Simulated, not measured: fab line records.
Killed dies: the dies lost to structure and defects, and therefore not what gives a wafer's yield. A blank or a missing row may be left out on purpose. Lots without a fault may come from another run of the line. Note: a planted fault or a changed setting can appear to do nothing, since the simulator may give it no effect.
Chamber matching | flow gf180mcu | 4 sister chambers for GF_V1_CMP_26 on cmp-01
The step polishes, stops on SiO2, t overpolish 15 s, target thk 0 nm. 20 wafers are shown with their chamber, then 10 later ones without.

## EACH WAFER AND ITS CHAMBER
wafer  | chamber | motor current A (A) | time to endpoint s (s) | retaining ring pressure frac
L806.2 | 3       | 10.1                | 91                     | 1.002
L806.5 | 0       | 10.4                | 92                     | 0.999
L806.6 | 3       | 10.1                | 93                     | 0.999
L808.3 | 0       | 11.3                | 83                     | 0.997
L808.4 | 1       | 13.1                | 79                     | 0.995
L808.6 | 1       | 13.4                | 79                     | 1.006
L810.1 | 1       | 12.5                | 84                     | 1.003
L810.2 | 2       | 9.7                 | 80                     | 0.999
L810.4 | 3       | 10.2                | 83                     | 0.999
L815.1 | 2       | 9.3                 | 78                     | 0.997
L815.5 | 2       | 9.5                 | 79                     | 0.998
L815.6 | 3       | 10.1                | 83                     | 0.999
L819.1 | 0       | 10.7                | 84                     | 1.006
L819.3 | 3       | 10.6                | 85                     | 1.002
L819.6 | 2       | 9.2                 | 81                     | 1.003
L825.4 | 1       | 13.0                | 79                     | 0.995
L825.5 | 2       | 9.6                 | 81                     | 0.997
L825.6 | 3       | 10.8                | 88                     | 1.002
L826.1 | 1       | 12.1                | 77                     | 0.998
L826.2 | 2       | 9.5                 | 81                     | 0.995

SIGNATURES, as means of the wafers listed above
reading                      | chamber 0 | chamber 1 | chamber 2 | chamber 3 | scatter within a chamber
motor current A              | 10.800    | 12.820    | 9.467     | 10.317    | 0.365
time to endpoint s           | 86.33     | 79.60     | 80.00     | 87.17     | 3.29
retaining ring pressure frac | 1.00067   | 0.99940   | 0.99817   | 1.00050   | 0.00347
Rule: for each reading, subtract the chamber's mean from the wafer's reading, divide by that reading's scatter and square the result; add these up over the readings and take the root, which gives the wafer's distance from the chamber. If the next closest chamber is less than 2 further off than the closest, the wafer can't be placed; otherwise it belongs to the closest. The scatter: take each reading less its chamber's mean, square it, sum over the shown wafers, divide by the number of wafers less the number of chambers, and take the root.

## WAFERS WITHOUT THEIR CHAMBER
wafer  | motor current A (A) | time to endpoint s (s) | retaining ring pressure frac
L826.6 | 10.0                | 81                     | 0.995
L827.1 | 12.9                | 82                     | 1.001
L827.2 | 10.0                | 82                     | 0.999
L827.4 | 10.3                | 87                     | 0.998
L828.1 | 9.3                 | 78                     | 1.009
L828.3 | 13.1                | 82                     | 1.007
L828.5 | 9.5                 | 81                     | 0.999
L829.2 | 12.4                | 82                     | 1.005
L829.3 | 10.7                | 86                     | 1.004
L829.6 | 10.0                | 87                     | 0.997

## WHICH CHAMBER EACH ONE RAN IN
wafer  | from the rows above          | in truth
L826.6 | can't be placed: 2 or 3 or 0 | 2
L827.1 | 1                            | 1
L827.2 | can't be placed: 2 or 3 or 0 | 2
L827.4 | can't be placed: 3 or 0      | 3
L828.1 | can't be placed: 2 or 3      | 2
L828.3 | 1                            | 1
L828.5 | 2                            | 2
L829.2 | 1                            | 1
L829.3 | can't be placed: 0 or 3      | 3
L829.6 | can't be placed: 3 or 0 or 2 | 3
Placed correctly: 4 of 10. Cannot be placed on the basis of these rows: 6; the candidates contain the true chamber in 6. Placed wrongly: 0.
